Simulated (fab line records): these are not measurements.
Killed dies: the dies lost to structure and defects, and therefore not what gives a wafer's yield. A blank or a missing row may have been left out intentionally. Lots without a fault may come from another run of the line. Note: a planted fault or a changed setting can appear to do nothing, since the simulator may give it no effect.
One fault through the eyes of 2 desks / flow gf180mcu / only its own numbers are on each desk; what lay behind them is given at the end

## FROM THE METROLOGY DESK
Means of the sampled wafers that have a number, per lot and without regard to the tool the lot ran on: this is what the gauges read. If a lot's mean is further than 4 standard deviations from the usual mean, the lot is out of limits and carries the mark OUT (the distance appears in the brackets).
Columns: A = MVSD_RS at GF_VT_IMPLANT_RS_MEAS_46, usual 456.6 ohm/sq; B = NWELL_RS at GF_VT_IMPLANT_RS_MEAS_47, usual 487.9 ohm/sq; C = HV_LDD_03_OVL at GF_HV_LDD_OVL_MEAS_47, usual 0.3 nm; D = HV_LDD_CVD_56_THK at GF_HV_LDD_THK_MEAS_57, usual 89.9 nm; E = cd-nm at GF_M1_CD_MEAS_14, usual 230.3 nm
lot=L457; first seen here=day 7 20:36; A=456.5; B=485.1; C=-0.1; D=90.4; E=230.6
lot=L458; first seen here=day 8 03:59; A=456.8; B=489.2; C=1.4; D=88.4; E=229.8
lot=L460; first seen here=day 8 07:31; A=455.7; B=487.8; C=-0.3; D=89.4; E=229.4
lot=L461; first seen here=day 8 14:44; A=458.5; B=489.7; C=0.2; D=89.1; E=230.9
lot=L462; first seen here=day 9 12:17; A=455.9; B=489.2; C=-0.1; D=90.3; E=229.2
lot=L463; first seen here=day 9 12:42; A=455.9; B=486.7; C=0.9; D=89.4; E=230.0
lot=L466; first seen here=day 10 06:13; A=457.0; B=487.6; C=1.5; D=90.4; E=229.5
lot=L467; first seen here=day 10 12:23; A=450.3 (-5.8) OUT; B=486.1; C=0.8; D=90.9; E=230.3
lot=L469; first seen here=day 10 19:57; A=451.3 (-4.8) OUT; B=487.2; C=-0.9; D=90.1; E=229.9
lot=L471; first seen here=day 11 08:30; A=457.0; B=489.2; C=-1.1; D=89.7; E=229.0
lot=L474; first seen here=day 12 09:04; A=457.1; B=489.9; C=-0.5; D=89.9; E=232.2
lot=L476; first seen here=day 12 19:26; A=456.9; B=487.9; C=0.4; D=91.5; E=230.7
lot=L478; first seen here=day 13 20:55; A=456.9; B=486.8; C=0.3; D=90.2; E=230.7
This desk's finding: out of limits on L467, L469; first on L467, day 10 12:23 (MVSD_RS at GF_VT_IMPLANT_RS_MEAS_46). L457, L458, L460, L461, L462, L463, L466, L471, L474, L476, L478 stayed within limits.

## TOOL OWNER'S DESK, implanter-03
The tool's own readings at GF_MVSD_IMPLANT_08, given as means over the sampled wafers that have a number, one for each lot that went through this tool. If a lot's mean is further than 4 standard deviations from the usual mean, the lot is out of limits and carries the mark OUT (the distance appears in the brackets).
Columns: A = beam-energy-keV at GF_MVSD_IMPLANT_08, usual 400.00
lot=L458; first seen here=day 4 23:54; A=400.06
lot=L460; first seen here=day 5 04:40; A=400.09
lot=L462; first seen here=day 6 04:18; A=399.94
lot=L467; first seen here=day 7 00:52; A=428.95 (+99 or more) OUT
lot=L469; first seen here=day 7 06:19; A=428.94 (+99 or more) OUT
This desk's verdict: out of limits on L467, L469, starting with L467 at day 7 00:52 (beam-energy-keV at GF_MVSD_IMPLANT_08). L458, L460, L462 stayed within limits.

## TAKEN TOGETHER
On L467, L469, at day 7 00:52, an alarm was possible from the tool owner's desk.
An alarm was possible from the metrology desk at day 10 12:23, on L467, L469.
All the named lots went through GF_MVSD_IMPLANT_08 on implanter-03.

## WHAT THE SIMULATOR PUT IN
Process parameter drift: implanter-03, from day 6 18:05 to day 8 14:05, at GF_MVSD_IMPLANT_08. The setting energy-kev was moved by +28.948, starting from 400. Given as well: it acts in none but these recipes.
Lots struck among those shown: L467, L469.
Counting hours from when the fault started, the first reading out of limits came at 7 for the tool owner's desk and at 90 for the metrology desk.
